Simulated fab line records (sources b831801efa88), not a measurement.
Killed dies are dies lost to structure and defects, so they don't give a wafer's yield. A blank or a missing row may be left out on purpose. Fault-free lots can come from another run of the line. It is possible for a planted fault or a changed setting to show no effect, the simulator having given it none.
fab line records -- flow sky130
record: lots: 7, wafers: 21, last_day: 50
route steps=708 shown VT_ADJUST_LVTN@111 VT_ADJUST_NCORE@119 PAD_OPEN@708
lots that met no fault: taken from a fault-free run of the same line
start_h: start of the lot's first displayed wafer, in hours after the record's first day -- wait_h: time in hours since the lot's previous step -- " unchanged from the row above -- L1.1+2: a row that stands for several wafers -- - no value present, or no start provided -- * or withheld: withheld -- < > ~ a bound
route shown NAME@n: names a module that has steps shown in the file, with the first one's number in the route -- usual: the fault-free wafers' mean and standard deviation -- same: alike in all rows -- chamber/n: place in a boat -- sites: the reading at each site -- _std_site: the values' standard deviation -- _edge_site: the outer-site mean with the inner-site mean subtracted -- radius_mm: how far each site lies from the wafer's centre -- mask NAME#n: copy n -- behind: the tool/chamber that last shaped the wafer -- hold: the reason the lot was held/the length of the hold in hours/how it ended -- device: the transistor (n, p or np) that didn't switch -- end of line: at the end of the route, the tests of the same wafers -- where a step has no rows: the recipe by itself -- killed: at the first sort, the dies lost to defects and structure; wafer yield is something else -- map: the dies of a wafer, with x for killed, . for not killed, _ for no die there
set.NAME: the setting that was run; set.NAME@STEP: the one run at that earlier step -- model.NAME: the simulator's own value behind a step, which no gauge read
lots at some steps of the route; a table a step, a row a wafer
services: a tool's chamber out of use, with start hour (start_h, from the record's first day; less than 0 if before it), hours out, and reason
== steps ==
step: SKY_VT_ADJUST_LVTN_SOFTBAKE_14
recipe: temp_c: 90, time_s: 60, resist: NOVOLAK
step: SKY_VT_ADJUST_LVTN_EXPOSE_15
recipe: mask_id: HVN_STD_DERIVED, na: 0.6, source_shape: conventional, sigma_outer: 0.6, polarization: unpolarized, target_cd_nm: 600, dose_mj: 163
step: SKY_VT_ADJUST_LVTN_PEB_16
recipe: temp_c: withheld, time_s: *, resist: NOVOLAK
step: SKY_VT_ADJUST_LVTN_DEVELOP_17
recipe: resist: NOVOLAK, developer: TMAH, develop_time_s: 60, dev_temp_c: 23
step: SKY_VT_ADJUST_LVTN_OVL_MEAS_18
usual: VT_ADJUST_LVTN_01_OVL: -0.8/1.5
lot.wafer,tool,chamber,start_h,wait_h,VT_ADJUST_LVTN_01_OVL[nm]
L746.1,overlay-02,-,160.69,0.1,-2.4
L746.4,overlay-02,-,160.69,0.1,-2.0
L746.5,overlay-02,-,160.69,0.1,-1.7
L747.1,overlay-01,-,169.18,0.1,-1.5
L747.2,overlay-01,-,169.18,0.1,-0.1
L747.4,overlay-01,-,169.18,0.1,1.4
L757.1,overlay-02,-,232.93,0.1,-2.4
L757.5,overlay-02,-,232.93,0.1,-2.9
L757.6,overlay-02,-,232.93,0.1,-1.2
L758.1,overlay-01,-,237.73,0.1,1.4
L758.2,overlay-01,-,237.73,0.1,0.3
L758.4,overlay-01,-,237.73,0.1,0.6
L761.1,overlay-01,-,262.03,0.1,-0.3
L761.3,overlay-01,-,262.03,0.1,-0.2
L761.5,overlay-01,-,262.03,0.1,1.0
L765.2,overlay-01,-,295.29,0.1,0.2
L765.3,overlay-01,-,295.29,0.1,-0.2
L765.4,overlay-01,-,295.29,0.1,-0.1
L769.1,overlay-01,-,314.98,0.1,0.7
L769.3,overlay-01,-,314.98,0.1,1.0
L769.6,overlay-01,-,314.98,0.1,1.2
step: SKY_VT_ADJUST_LVTN_IMPLANT_19
recipe: species: B, energy_kev: 30, dose_cm2: 6.5e+11, tilt_deg: withheld
step: SKY_VT_ADJUST_LVTN_STRIP_20
recipe: chemistry: O2/N2, power_w: 1400, pressure_mtorr: 1500, platen_temp_c: withheld, o2_flow_sccm: 3000, n2_flow_sccm: 300, overash_fraction: 0.5
usual: drypump_motor_current_A: 5.9/0.44, oes_product_au: 0.715/0.0048, strip_time_to_endpoint_s: 14.19/0.039
lot.wafer,tool,chamber,start_h,wait_h,drypump_motor_current_A,oes_product_au,rf_hours_counter_h,strip_time_to_endpoint_s
L746.1,plasma_asher-03,0,160.87,0.1,6.6,0.717,31,14.19
L746.4,plasma_asher-03,0,160.87,0.1,6.7,0.718,-,14.18
L746.5,plasma_asher-03,0,160.87,0.1,6.6,0.714,-,14.21
L747.1,plasma_asher-03,0,169.36,0.1,6.6,0.724,32,14.12
L747.2,plasma_asher-03,1,169.36,0.1,5.5,0.721,32,14.11
L747.4,plasma_asher-03,1,169.36,0.1,5.5,0.717,-,14.11
L757.1,plasma_asher-04,1,233.11,0.1,6.2,0.704,54,14.17
L757.5,plasma_asher-04,0,233.11,0.1,5.9,0.713,-,14.21
L757.6,plasma_asher-04,1,233.11,0.1,6.2,0.719,-,14.16
L758.1,plasma_asher-04,0,237.92,0.1,5.9,0.719,55,14.15
L758.2,plasma_asher-04,1,237.92,0.1,6.2,0.713,55,14.14
L758.4,plasma_asher-04,0,237.92,0.1,5.9,0.716,-,14.21
L761.1,plasma_asher-04,1,262.37,0.1,6.2,0.714,57,14.12
L761.3,plasma_asher-04,1,262.37,0.1,6.2,0.713,-,14.14
L761.5,plasma_asher-04,0,262.37,0.1,5.9,0.714,-,14.20
L765.2,plasma_asher-04,1,295.47,0.1,6.2,0.717,62,14.17
L765.3,plasma_asher-04,0,295.47,0.1,5.9,0.713,-,14.16
L765.4,plasma_asher-04,1,295.47,0.1,6.2,0.703,-,14.16
L769.1,plasma_asher-04,0,315.16,0.1,5.9,0.716,64,14.21
L769.3,plasma_asher-04,1,315.16,0.1,6.2,0.714,-,14.19
L769.6,plasma_asher-04,0,315.16,0.1,5.9,0.720,-,14.19
step: SKY_VT_ADJUST_LVTN_TW_MEAS_21
usual: VT_ADJUST_LVTN_2_TW: 189.5/0.92
lot.wafer,tool,chamber,start_h,wait_h,VT_ADJUST_LVTN_2_TW
L746.1,film_metro-01,-,160.97,0.1,189.0
L746.4,film_metro-01,-,160.97,0.1,188.4
L746.5,film_metro-01,-,160.97,0.1,189.2
L747.1,film_metro-04,-,169.46,0.1,190.0
L747.2,film_metro-04,-,169.46,0.1,189.9
L747.4,film_metro-04,-,169.46,0.1,189.6
L757.1,film_metro-02,-,233.21,0.1,188.5
L757.5,film_metro-02,-,233.21,0.1,188.3
L757.6,film_metro-02,-,233.21,0.1,187.5
L758.1,film_metro-02,-,238.02,0.1,188.8
L758.2,film_metro-02,-,238.02,0.1,187.2
L758.4,film_metro-02,-,238.02,0.1,187.5
L761.1,film_metro-04,-,262.47,0.1,191.1
L761.3,film_metro-04,-,262.47,0.1,190.7
L761.5,film_metro-04,-,262.47,0.1,191.2
L765.2,film_metro-01,-,295.58,0.1,189.4
L765.3,film_metro-01,-,295.58,0.1,190.1
L765.4,film_metro-01,-,295.58,0.1,189.9
L769.1,film_metro-04,-,315.26,0.1,189.2
L769.3,film_metro-04,-,315.26,0.1,188.9
L769.6,film_metro-04,-,315.26,0.1,189.4
step: SKY_VT_ADJUST_NCORE_DEHYDRATE_00
recipe: temp_c: 200, time_s: 60
step: SKY_VT_ADJUST_NCORE_HMDS_01
recipe: prime_time_s: 60, prime_temp_c: 120
step: SKY_VT_ADJUST_NCORE_COAT_02
recipe: resist: NOVOLAK, spin_rpm: 3000, resist_thk_nm: 1140
step: SKY_VT_ADJUST_NCORE_SOFTBAKE_03
recipe: temp_c: 90, time_s: 60, resist: NOVOLAK
step: SKY_VT_ADJUST_NCORE_EXPOSE_04
recipe: mask_id: LVTN_COMPLEMENT_THIN, na: 0.6, source_shape: conventional, sigma_outer: 0.6, polarization: unpolarized, target_cd_nm: 380, dose_mj: 139
usual: reticle_temp_C: 23.00/0.11
lot.wafer,tool,chamber,start_h,wait_h,mask,reticle_temp_C,model.VT_ADJUST_NCORE.overlay_x_nm
L746.1,iline_stepper-01,0,170.95,-,LVTN_COMPLEMENT_THIN#0,22.86,-0.4072
L746.4,iline_stepper-01,0,170.95,-,LVTN_COMPLEMENT_THIN#0,23.03,-0.4072
L746.5,iline_stepper-01,0,170.95,-,LVTN_COMPLEMENT_THIN#0,23.07,-0.4072
L747.1,iline_stepper-01,0,180.30,-,LVTN_COMPLEMENT_THIN#0,23.05,0.5538
L747.2,iline_stepper-01,0,180.30,-,LVTN_COMPLEMENT_THIN#0,22.96,0.5538
L747.4,iline_stepper-01,0,180.30,-,LVTN_COMPLEMENT_THIN#0,22.92,0.5538
L757.1,iline_stepper-01,0,244.79,-,LVTN_COMPLEMENT_THIN#0,23.06,130.4
L757.5,iline_stepper-01,0,244.79,-,LVTN_COMPLEMENT_THIN#0,23.04,130.4
L757.6,iline_stepper-01,0,244.79,-,LVTN_COMPLEMENT_THIN#0,23.11,130.4
L758.1,iline_stepper-01,0,249.74,-,LVTN_COMPLEMENT_THIN#0,22.92,131.2
L758.2,iline_stepper-01,0,249.74,-,LVTN_COMPLEMENT_THIN#0,23.02,131.2
L758.4,iline_stepper-01,0,249.74,-,LVTN_COMPLEMENT_THIN#0,22.86,131.2
L761.1,iline_stepper-01,0,274.66,-,LVTN_COMPLEMENT_THIN#0,23.27,132.3
L761.3,iline_stepper-01,0,274.66,-,LVTN_COMPLEMENT_THIN#0,23.21,132.3
L761.5,iline_stepper-01,0,274.66,-,LVTN_COMPLEMENT_THIN#0,23.19,132.3
L765.2,iline_stepper-02,0,309.14,-,LVTN_COMPLEMENT_THIN#0,22.95,-0.4183
L765.3,iline_stepper-02,0,309.14,-,LVTN_COMPLEMENT_THIN#0,23.08,-0.4183
L765.4,iline_stepper-02,0,309.14,-,LVTN_COMPLEMENT_THIN#0,23.00,-0.4183
L769.1,iline_stepper-02,0,328.17,-,LVTN_COMPLEMENT_THIN#0,23.11,-0.327
L769.3,iline_stepper-02,0,328.17,-,LVTN_COMPLEMENT_THIN#0,22.86,-0.327
L769.6,iline_stepper-02,0,328.17,-,LVTN_COMPLEMENT_THIN#0,23.00,-0.327
step: SKY_VT_ADJUST_NCORE_PEB_05
recipe: temp_c: withheld, time_s: *, resist: NOVOLAK
step: SKY_VT_ADJUST_NCORE_DEVELOP_06
recipe: resist: NOVOLAK, developer: TMAH, develop_time_s: 60, dev_temp_c: 23
step: SKY_VT_ADJUST_NCORE_CD_MEAS_07
recipe: target_cd_nm: 380
usual: cd_nm: 379.0/2.2
lot.wafer,tool,chamber,start_h,wait_h,cd_nm
L746.1,cd_sem-02,-,181.04,0.1,380.1
L746.4,cd_sem-02,-,181.04,0.1,381.6
L746.5,cd_sem-02,-,181.04,0.1,380.6
L747.1,cd_sem-02,-,190.70,0.1,377.8
L747.2,cd_sem-02,-,190.70,0.1,378.1
L747.4,cd_sem-02,-,190.70,0.1,380.4
L757.1,cd_sem-02,-,257.10,0.1,376.9
L757.5,cd_sem-02,-,257.10,0.1,379.3
L757.6,cd_sem-02,-,257.10,0.1,378.5
L758.1,cd_sem-02,-,261.14,0.1,377.9
L758.2,cd_sem-02,-,261.14,0.1,380.0
L758.4,cd_sem-02,-,261.14,0.1,379.8
L761.1,cd_sem-02,-,286.04,0.1,377.7
L761.3,cd_sem-02,-,286.04,0.1,377.7
L761.5,cd_sem-02,-,286.04,0.1,378.2
L765.2,cd_sem-02,-,321.27,0.1,378.3
L765.3,cd_sem-02,-,321.27,0.1,374.6
L765.4,cd_sem-02,-,321.27,0.1,376.2
L769.1,cd_sem-01,-,340.43,0.1,378.5
L769.3,cd_sem-01,-,340.43,0.1,380.0
L769.6,cd_sem-01,-,340.43,0.1,376.9
step: SKY_VT_ADJUST_NCORE_OVL_MEAS_08
usual: VT_ADJUST_NCORE_OVL: -0.4/1.3
lot.wafer,tool,chamber,start_h,wait_h,hold,VT_ADJUST_NCORE_OVL[nm]
L746.1,overlay-02,-,181.16,0.1,-,-1.8
L746.4,overlay-02,-,181.16,0.1,-,-2.0
L746.5,overlay-02,-,181.16,0.1,-,-2.7
L747.1,overlay-01,-,190.82,0.1,-,-1.2
L747.2,overlay-01,-,190.82,0.1,-,0.9
L747.4,overlay-01,-,190.82,0.1,-,1.2
L757.1,overlay-02,-,257.22,0.1,await_dispo/0.2h/release,131.4
L757.5,overlay-02,-,257.22,0.1,await_dispo/0.2h/release,129.4
L757.6,overlay-02,-,257.22,0.1,await_dispo/0.2h/release,129.0
L757.1,overlay-02,-,257.42,0.2,-,131.8
L757.5,overlay-02,-,257.42,0.2,-,130.1
L757.6,overlay-02,-,257.42,0.2,-,129.9
L758.1,overlay-02,-,261.26,0.1,await_dispo/0.2h/release,129.4
L758.2,overlay-02,-,261.26,0.1,await_dispo/0.2h/release,132.6
L758.4,overlay-02,-,261.26,0.1,await_dispo/0.2h/release,132.6
L758.1,overlay-02,-,261.46,0.2,-,129.8
L758.2,overlay-02,-,261.46,0.2,-,133.3
L758.4,overlay-02,-,261.46,0.2,-,133.5
L761.1,overlay-01,-,286.16,0.1,await_dispo/0.2h/release,131.9
L761.3,overlay-01,-,286.16,0.1,await_dispo/0.2h/release,132.7
L761.5,overlay-01,-,286.16,0.1,await_dispo/0.2h/release,133.2
L761.1,overlay-01,-,286.36,0.2,-,132.7
L761.3,overlay-01,-,286.36,0.2,-,132.6
L761.5,overlay-01,-,286.36,0.2,-,134.3
L765.2,overlay-01,-,321.38,0.1,-,1.4
L765.3,overlay-01,-,321.38,0.1,-,1.0
L765.4,overlay-01,-,321.38,0.1,-,0.7
L769.1,overlay-02,-,340.55,0.1,-,0.5
L769.3,overlay-02,-,340.55,0.1,-,0.1
L769.6,overlay-02,-,340.55,0.1,-,-1.0
step: SKY_PAD_OPEN_PROBE_99
usual: defect_limited_yield: 82.6/1.9, killed_at_M0_to_M3: 43/7, killed_at_M4_up: 3.1/2, killed_at_contacts: 24/5.3, killed_at_front_end: 15/4.2, killed_at_other: 0.4/0.66, killed_dies: 86/9.5, killed_open: 47/7.4, killed_short: 38/6.2, sort_bin_3_pad_short: 0.9/0.44, sort_bin_5_function: 10.2/1.4, sort_bin_6_memory: 6.4/1.1, sort_n_pass: 406/9.5, sort_yield_pct: 82.6/1.9
same: gross_dies: 492, killed_at_back_side: 0, sort_bin_4_leakage[%]: 0, sort_bin_8_speed[%]: 0
lot.wafer,tool,chamber,start_h,wait_h,defect_limited_yield[%],killed_at_M0_to_M3,killed_at_M4_up,killed_at_contacts,killed_at_front_end,killed_at_other,killed_dies,killed_open,killed_short,sort_bin_3_pad_short[%],sort_bin_5_function[%],sort_bin_6_memory[%],sort_n_pass,sort_yield_pct[%]
L746.1,prober-01,-,1074.77,0.1,80.3,51,4,24,18,0,97,59,38,0.8,11.6,7.3,395,80.3
L746.4,prober-01,-,1074.92,0.2,81.3,47,4,32,9,0,92,58,34,0.2,11.8,6.7,400,81.3
L746.5,prober-01,-,1074.97,0.2,85.4,36,2,19,14,1,72,46,26,0.6,9.1,4.9,420,85.4
L765.2,prober-01,-,1181.77,0.1,82.5,42,3,23,17,1,86,42,43,1.0,10.8,5.7,406,82.5
L765.3,prober-01,-,1181.82,0.2,78.9,45,6,31,22,0,104,60,44,0.8,13.4,6.9,388,78.9
L765.4,prober-01,-,1181.87,0.2,81.7,45,3,26,15,1,90,56,34,0.6,10.2,7.5,402,81.7
killed by level:class
L746.1 VIA1:geometric_particle:open=16 LI_CONTACT:geometric_particle:open=8 CONTACT:geometric_particle:open=8 FIELD_ISO:geometric_particle:open=7 METAL1:geometric_particle:short=6 VIA2:geometric_particle:open=6 VIA3:geometric_particle:open=5 POLY_GATE:geometric_particle:open=4
L746.4 CONTACT:geometric_particle:open=13 LI_CONTACT:geometric_particle:open=9 VIA2:geometric_particle:open=9 VIA3:geometric_particle:open=7 VIA1:geometric_particle:short=7 VIA1:geometric_particle:open=7 METAL2:geometric_particle:short=6 LOCAL_INTERCONNECT:geometric_particle:short=4
L746.5 VIA1:geometric_particle:open=14 LI_CONTACT:geometric_particle:open=12 VIA2:geometric_particle:open=6 FIELD_ISO:geometric_particle:short=5 LOCAL_INTERCONNECT:geometric_particle:short=5 VIA3:geometric_particle:open=5 METAL2:geometric_particle:short=4 FIELD_ISO:geometric_particle:open=3
L765.2 VIA1:geometric_particle:open=12 CONTACT:geometric_particle:open=10 METAL2:geometric_particle:short=10 LI_CONTACT:geometric_particle:open=6 POLY_GATE:geometric_particle:short=5 FIELD_ISO:geometric_particle:short=4 LI_CONTACT:geometric_particle:short=4 VIA1:geometric_particle:short=4
L765.3 VIA1:geometric_particle:open=12 LI_CONTACT:geometric_particle:open=12 CONTACT:geometric_particle:open=9 METAL1:geometric_particle:short=7 VIA3:geometric_particle:open=7 FIELD_ISO:geometric_particle:short=6 FIELD_ISO:geometric_particle:open=5 CONTACT:geometric_particle:short=5
L765.4 VIA1:geometric_particle:open=12 CONTACT:geometric_particle:open=10 METAL2:geometric_particle:short=7 LI_CONTACT:geometric_particle:open=6 VIA3:geometric_particle:open=6 FIELD_ISO:geometric_particle:open=5 LOCAL_INTERCONNECT:geometric_particle:short=5 VIA2:geometric_particle:open=5
== services ==
tool,chamber,start_h,hours,kind
iline_stepper-01,-,191.74,4.4,pm
iline_stepper-02,-,191.95,0.6,repair
iline_stepper-02,-,202.75,1.7,pm
iline_stepper-01,-,216.73,2.1,pm
iline_stepper-01,-,218.81,-,consumable_replace:lamp
plasma_asher-04,-,221.33,4.1,repair
iline_stepper-02,-,233.88,-,calibration
iline_stepper-01,-,250.77,0.8,pm
iline_stepper-01,0,288.44,-,calibration
plasma_asher-03,-,298.33,0.4,repair
plasma_asher-03,-,300.21,1.9,repair
iline_stepper-02,0,322.60,-,calibration
plasma_asher-04,-,324.07,2.8,pm
== key ==
first_sign: step: SKY_VT_ADJUST_NCORE_OVL_MEAS_08, reading: visit, direction: added
effect: step: SKY_VT_ADJUST_NCORE_OVL_MEAS_08, reading: VT_ADJUST_NCORE_OVL, direction: up, sigmas: 99+, usual: -0.4, struck: 131.4
model_effect: step: SKY_VT_ADJUST_NCORE_EXPOSE_04, value: VT_ADJUST_NCORE.overlay_x_nm, without: 0.6428, struck: 131.3
met_at SKY_VT_ADJUST_NCORE_EXPOSE_04
struck_wafers L757.1,L757.5,L757.6,L758.1,L758.2,L758.4,L761.1,L761.3,L761.5
scrapped_behind SKY_VT_ADJUST_NCORE_OVL_MEAS_08 L757.1,L757.5,L757.6,L758.1,L758.2,L758.4,L761.1,L761.3,L761.5
onset_between 180.30 244.79
fault: kind: scanner_matching_overlay, tool: iline_stepper-01, chamber: -, onset_h: 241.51, steps: SKY_VT_ADJUST_NCORE_EXPOSE_04, offset: 130.67
